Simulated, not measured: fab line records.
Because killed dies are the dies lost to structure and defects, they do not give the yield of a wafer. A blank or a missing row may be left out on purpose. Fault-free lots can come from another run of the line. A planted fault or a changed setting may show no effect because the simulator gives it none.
Which tool did it?    flow gf180mcu    30 wafers from 10 lots sampled at 6 of the route's 602 steps

## WHAT THE GAUGES SHOWED, per wafer
GF_V3_RS_MEAS_24: a four-point-probe measurement. Usual: V3_W_RS gives 0.325 ohm/sq (standard deviation 0.0055).
lot   measured      on             V3_W_RS (ohm/sq)                     flag
L853  day 23 06:56  film-metro-01  0.331 0.329 0.332                    
L857  day 24 15:05  film-metro-01  0.315 0.322 0.315                    
L858  day 25 10:16  film-metro-01  0.232 0.318 0.230 0.232 0.318 0.231  OFF
L859  day 25 11:25  film-metro-03  0.325 0.326 0.328                    
L860  day 25 23:22  film-metro-03  0.317 0.239 0.325 0.317 0.239 0.324  OFF
L861  day 26 04:12  film-metro-04  0.314 0.312 0.237 0.314 0.312 0.237  OFF
L868  day 28 12:20  film-metro-01  0.329 0.329 0.330                    
L872  day 29 03:34  film-metro-04  0.328 0.315 0.313                    
L873  day 29 09:14  film-metro-03  0.316 0.318 0.328                    
L874  day 29 12:45  film-metro-04  0.329 0.321 0.318                    

GF_V3_THK_MEAS_25: measures by xrf. Usual: V3_W_THK gives 356 nm (standard deviation 6.3).
lot   measured      on             V3_W_THK (nm)            flag
L853  day 23 07:02  film-metro-01  355 355 353              
L857  day 24 15:13  film-metro-01  368 359 369              
L858  day 25 13:29  film-metro-01  509 368 514 512 366 510  OFF
L859  day 25 11:31  film-metro-03  355 351 350              
L860  day 26 03:29  film-metro-03  359 480 352 359 476 349  OFF
L861  day 26 07:06  film-metro-04  365 366 478 364 366 484  OFF
L868  day 28 12:28  film-metro-01  353 357 354              
L872  day 29 03:40  film-metro-04  352 367 369              
L873  day 29 09:22  film-metro-03  365 364 349              
L874  day 29 12:51  film-metro-04  350 359 364              

## TOOL THAT RAN EACH LOT (tool first, then ch and the chambers of the sampled wafers, then the start)
lot   GF_M3_SPUTTER_01              GF_V3_STRIP_18                        GF_V3_SPUTTER_22              GF_V3_CVD_23
L853  pvd-sputter-01, day 21 04:54  plasma-asher-04 ch 0,1, day 23 06:11  pvd-sputter-01, day 23 06:44  cvd-w-01 ch 0,1, day 23 06:49
L857  pvd-sputter-01, day 22 14:59  plasma-asher-01 ch 0,1, day 24 14:20  pvd-sputter-02, day 24 14:56  cvd-w-02 ch 0,1, day 24 14:58
L858  pvd-sputter-01, day 23 10:49  plasma-asher-01 ch 0,1, day 25 09:29  pvd-sputter-01, day 25 10:05  cvd-w-02 ch 0, day 25 10:07
L859  pvd-sputter-04, day 23 13:19  plasma-asher-01 ch 0,1, day 25 10:39  pvd-sputter-03, day 25 11:14  cvd-w-01 ch 0,1, day 25 11:17
L860  pvd-sputter-04, day 24 01:14  plasma-asher-02 ch 0,1, day 25 22:37  pvd-sputter-01, day 25 23:13  cvd-w-02 ch 0,1, day 25 23:16
L861  pvd-sputter-03, day 24 07:06  plasma-asher-04 ch 0,1, day 26 03:26  pvd-sputter-01, day 26 04:02  cvd-w-02 ch 0,1, day 26 04:05
L868  pvd-sputter-01, day 26 18:05  plasma-asher-04 ch 0,1, day 28 11:36  pvd-sputter-01, day 28 12:11  cvd-w-01 ch 0,1, day 28 12:14
L872  pvd-sputter-04, day 27 10:14  plasma-asher-01 ch 1, day 29 02:47    pvd-sputter-01, day 29 03:23  cvd-w-02 ch 0,1, day 29 03:25
L873  pvd-sputter-04, day 27 17:04  plasma-asher-04 ch 0,1, day 29 08:29  pvd-sputter-02, day 29 09:05  cvd-w-02 ch 0,1, day 29 09:07
L874  pvd-sputter-04, day 27 20:53  plasma-asher-02 ch 0,1, day 29 12:00  pvd-sputter-01, day 29 12:34  cvd-w-02 ch 0,1, day 29 12:38
- GF_M3_SPUTTER_01: material TiN, target thk 30 nm, time 25 s.
- GF_V3_STRIP_18: strips in O2/N2.
- GF_V3_SPUTTER_22: material TiN, target thk 10 nm, time 40 s.
- GF_V3_CVD_23: deposits W, target thk 350 nm, time 104.9 s.

## WHAT THE TOOLS THEMSELVES READ (means of the sampled wafers that have a number; where no wafer has one, the mark that the record gives instead)
GF_M3_SPUTTER_01. Usual: cathode-dc-power-W 6500.0 W, standard deviation 1.1; throttle-valve-pct 29.7 %, standard deviation 1.2.
lot   tool            cathode-dc-power-W (W)  throttle-valve-pct (%)  flag
L853  pvd-sputter-01  6500.6                  29.1                    
L857  pvd-sputter-01  6501.1                  30.3                    
L858  pvd-sputter-01  6499.6                  30.7                    
L859  pvd-sputter-04  6500.6                  28.6                    
L860  pvd-sputter-04  6500.1                  28.0                    
L861  pvd-sputter-03  6499.5                  30.4                    
L868  pvd-sputter-01  6500.6                  28.8                    
L872  pvd-sputter-04  6499.7                  29.1                    
L873  pvd-sputter-04  6499.3                  29.2                    
L874  pvd-sputter-04  6500.4                  28.4                    

GF_V3_STRIP_18. Usual: drypump-motor-current-A 5.7 A, standard deviation 0.39; heater-power-w 348 W, standard deviation 27; oes-product-au 0.592 a.u., standard deviation 0.0053.
lot   tool             drypump-motor-current-A (A)  heater-power-w (W)  oes-product-au (a.u.)  flag
L853  plasma-asher-04  5.9                          329                 0.586                  
L857  plasma-asher-01  5.7                          333                 0.595                  
L858  plasma-asher-01  5.6                          340                 0.596                  
L859  plasma-asher-01  5.7                          363                 0.592                  
L860  plasma-asher-02  5.6                          362                 0.599                  
L861  plasma-asher-04  5.7                          341                 0.594                  
L868  plasma-asher-04  5.7                          346                 0.591                  
L872  plasma-asher-01  5.6                          317                 0.594                  
L873  plasma-asher-04  5.6                          348                 0.590                  
L874  plasma-asher-02  5.6                          361                 0.589                  

GF_V3_SPUTTER_22. Usual: cathode-dc-power-W 4000.0 W, standard deviation 0.67; throttle-valve-pct 30.0 %, standard deviation 1.4.
lot   tool            cathode-dc-power-W (W)  throttle-valve-pct (%)  flag
L853  pvd-sputter-01  3999.5                  30.7                    
L857  pvd-sputter-02  4000.0                  29.3                    
L858  pvd-sputter-01  4000.2                  30.8                    
L859  pvd-sputter-03  4000.1                  30.5                    
L860  pvd-sputter-01  4000.9                  29.9                    
L861  pvd-sputter-01  3999.5                  29.9                    
L868  pvd-sputter-01  4000.0                  29.4                    
L872  pvd-sputter-01  4000.5                  29.0                    
L873  pvd-sputter-02  3999.9                  30.6                    
L874  pvd-sputter-01  4000.0                  30.4                    

GF_V3_CVD_23. Usual: 867 W for heater-power-w, sd 35.
lot   tool      heater-power-w (W)  flag
L853  cvd-w-01  845                 
L857  cvd-w-02  889                 
L858  cvd-w-02  882                 
L859  cvd-w-01  852                 
L860  cvd-w-02  892                 
L861  cvd-w-02  891                 
L868  cvd-w-01  855                 
L872  cvd-w-02  880                 
L873  cvd-w-02  886                 
L874  cvd-w-02  891                 

## THE ANSWER, worked out from the rows above alone
Rule: lot off if the mean of its wafers having a number is beyond 3 standard deviations from the usual mean. A lot without any number at a reading at which 4 lots or more have one is off too. Any other lot the step has rows for is counted as sound. First the gauges in route order, then the tools' own readings, where a lot's mean is used as printed above. At the first step where some lot is off, the reading lying furthest off is the one used; lots without a number count as furthest.
Off: L858, L860, L861, at GF_V3_RS_MEAS_24 (V3_W_RS).
A tool fits if, at a process step before that reading, it ran every lot that is off, and no sound lot after the first of them. The gauges at GF_V3_RS_MEAS_24 are tried like those tools. No candidate that was tried fits.

## WHAT THE SIMULATOR HAD INSERTED
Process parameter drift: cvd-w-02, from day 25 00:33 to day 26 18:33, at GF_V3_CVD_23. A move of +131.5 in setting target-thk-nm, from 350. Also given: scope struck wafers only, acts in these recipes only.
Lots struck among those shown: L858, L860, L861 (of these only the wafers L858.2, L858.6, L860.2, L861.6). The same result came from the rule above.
